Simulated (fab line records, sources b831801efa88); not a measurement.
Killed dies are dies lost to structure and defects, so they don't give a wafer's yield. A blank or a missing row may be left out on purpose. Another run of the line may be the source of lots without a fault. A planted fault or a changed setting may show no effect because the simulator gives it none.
8D (eight disciplines) problem report, filled in by code / flow sky130 / the parts of the form that need people (team, actions taken, sign-off) are left out

1. WHAT WENT WRONG
heaterPowerTotalW at SKY_RES_PROTECT_SOFTBAKE_03 reads a mean of 57.55 W on 6 wafers of 2 lots; wafers without a fault read 56.60 W with a standard deviation of 0.045. Measured from the usual mean, that is +21 standard deviations.
The step: time 60 s.
Earliest sighting: wafer L182.1 on lithoTrack-01 at day 18 01:58. The record holds 39 wafers of 13 lots with a number at this step. The rule behind "out" and "out of limits": a value lying over 4 standard deviations away from the usual mean. Any other wafer with a number is counted as sound.

2. WHAT IT IS, WHAT IT ISN'T
question=which readings at this step | is=heaterPowerTotalW, runLengthS | is not=-
question=which lots | is=L182, L186 | is not=L175, L176, L178, L183, L187, L189, L191, L192, L194, L195, L196
question=which wafers of those lots | is=all that have a number | is not=-
question=read on which tools | is=lithoTrack-01 | is not=lithoTrack-03, lithoTrack-04
question=when | is=from day 18 01:58 | is not=up to then (9 sound wafers); but 24 sound wafers of L183, L187, L189, L191, L192, L194, L195, L196 came after

3. WHAT RULES OUT EACH SUSPECT
Counting: a tool stays on the suspect list if, at a process step up to the reading, it processed all lots that are out and no sound lot following the first of them.
- lithoTrack-01 at SKY_RES_PROTECT_SOFTBAKE_03 (time 60 s): ruled out as a lasting fault. After its first lot that is out, L182 (day 18 01:58), sound lots L194, L196 ran on it.
Left after counting: nothing in the record.

4. THE CAUSE (what the simulator had put in)
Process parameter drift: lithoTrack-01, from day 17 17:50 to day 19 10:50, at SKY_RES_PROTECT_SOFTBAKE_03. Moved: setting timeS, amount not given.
Counting ruled it out, wrongly.

5. THE EFFECT CHAIN, in route order
Each row: a reading whose mean over the struck wafers that have a number lies more than 3 standard deviations from the usual. Only readings whose record carries a usual standard deviation are examined. hours: median over the lots of the time between each lot's start at the first step of this table that gives one and its start at this step. sigmas: the change, counted in usual standard deviations.
hours=0; step=SKY_RES_PROTECT_SOFTBAKE_03; reading=heaterPowerTotalW; usual=56.60 W; on struck wafers=57.55; change=+0.95; sigmas=+21
hours=0; step=SKY_RES_PROTECT_SOFTBAKE_03; reading=runLengthS; usual=89.06 s; on struck wafers=85.96; change=-3.10; sigmas=-17
The process steps in it:
- SKY_RES_PROTECT_SOFTBAKE_03: time 60 s.
Later measuring or inspecting steps at which every struck wafer that the step has a row for has a number for every such reading, and none has moved that far: SKY_METAL1_THK_MEAS_06.

6. HOW IT WOULD HAVE BEEN CAUGHT EARLIER
The fault began at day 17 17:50; the first out-of-limits reading in this record came at day 18 01:58, 8 hours later.
